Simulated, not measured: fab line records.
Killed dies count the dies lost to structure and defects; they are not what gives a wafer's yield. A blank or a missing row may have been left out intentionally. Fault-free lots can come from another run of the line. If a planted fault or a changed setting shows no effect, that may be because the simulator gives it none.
A single fault, viewed from 2 desks / flow sky130 / what lay behind the numbers comes last; until then each desk has only its own

== AT THE METROLOGY DESK ==
What the gauges read for every lot (on any tool): the sampled wafers with a number, averaged. If a lot's mean is further than 4 standard deviations from the usual mean, the lot is out of limits and carries the mark OUT (the distance appears in the brackets).
Columns: A = CAP2M_CVD_00_THK at SKY_CAP2M_THK_MEAS_01, usual 15.49 nm; B = CAP2M_TIN_RS at SKY_CAP2M_RS_MEAS_03, usual 6.95 ohm/sq; C = CAP2M_TIN_THK at SKY_CAP2M_THK_MEAS_04, usual 197.3 nm; D = CAP2M_OVL at SKY_CAP2M_OVL_MEAS_12, usual -0.3 nm
lot=L487; first seen here=day 42 17:33; A=15.56; B=6.96; C=198.9; D=-0.9
lot=L492; first seen here=day 43 15:15; A=15.29; B=6.92; C=195.7; D=-1.6
lot=L493; first seen here=day 44 02:29; A=15.59; B=7.00; C=194.7; D=0.2
lot=L499; first seen here=day 45 11:11; A=15.18; B=7.04; C=194.5; D=-1.0
lot=L501; first seen here=day 45 23:28; A=15.55; B=7.06; C=192.4; D=-2.6
lot=L500; first seen here=day 46 00:35; A=15.49; B=6.89; C=197.9; D=0.3
This desk's finding: nothing out of limits on any of the 6 lots.

== FOR THE TOOL OWNER'S DESK: rie metal-03 ==
The tool's own readings at SKY_CAP2M_METAL_ETCH_13 (etches TiN in Cl2/BCl3, stops on SiO2, target depth 220 nm, time 62.9 s): means of the sampled wafers that have a number, for each lot that ran on this tool. If a lot's mean is further than 4 standard deviations from the usual mean, the lot is out of limits and carries the mark OUT (the distance appears in the brackets).
Columns: A = drypump motor current A at SKY_CAP2M_METAL_ETCH_13, usual 5.6 A; B = oes product au at SKY_CAP2M_METAL_ETCH_13, usual 0.937 a.u.; C = rf fwd power W at SKY_CAP2M_METAL_ETCH_13, usual 892 W; D = run length s at SKY_CAP2M_METAL_ETCH_13, usual 91.5 s; E = throttle valve pct at SKY_CAP2M_METAL_ETCH_13, usual 21.904 %
lot=L487; first seen here=day 43 16:26; A=5.7; B=0.990 (+6.4) OUT; C=-; D=87.6 (-5.0) OUT; E=21.877
lot=L492; first seen here=day 44 13:14; A=5.7; B=0.983 (+5.6) OUT; C=-; D=87.4 (-5.3) OUT; E=21.862 (-4.2) OUT
lot=L500; first seen here=day 46 21:25; A=5.6; B=0.940; C=887; D=91.1; E=21.908
This desk finds L487, L492 out of limits, L487 being first, at day 43 16:26 (oes product au at SKY_CAP2M_METAL_ETCH_13). Within limits: L500.

== BROUGHT TOGETHER ==
The tool owner's desk had the chance to raise an alarm at day 43 16:26 on L487, L492.
The metrology desk saw nothing out of limits.
The metrology desk holds a record of L487, L492, inside its limits.
Of the lots named, all ran SKY_CAP2M_METAL_ETCH_13 on rie metal-03.

== WHAT WAS PUT IN BY THE SIMULATOR ==
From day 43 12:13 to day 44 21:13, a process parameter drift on rie metal-03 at SKY_CAP2M_METAL_ETCH_13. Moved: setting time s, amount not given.
Shown lots that were struck: L487, L492.
How many hours passed from the start of the fault until each desk's first out-of-limits reading: the tool owner's desk, 4.
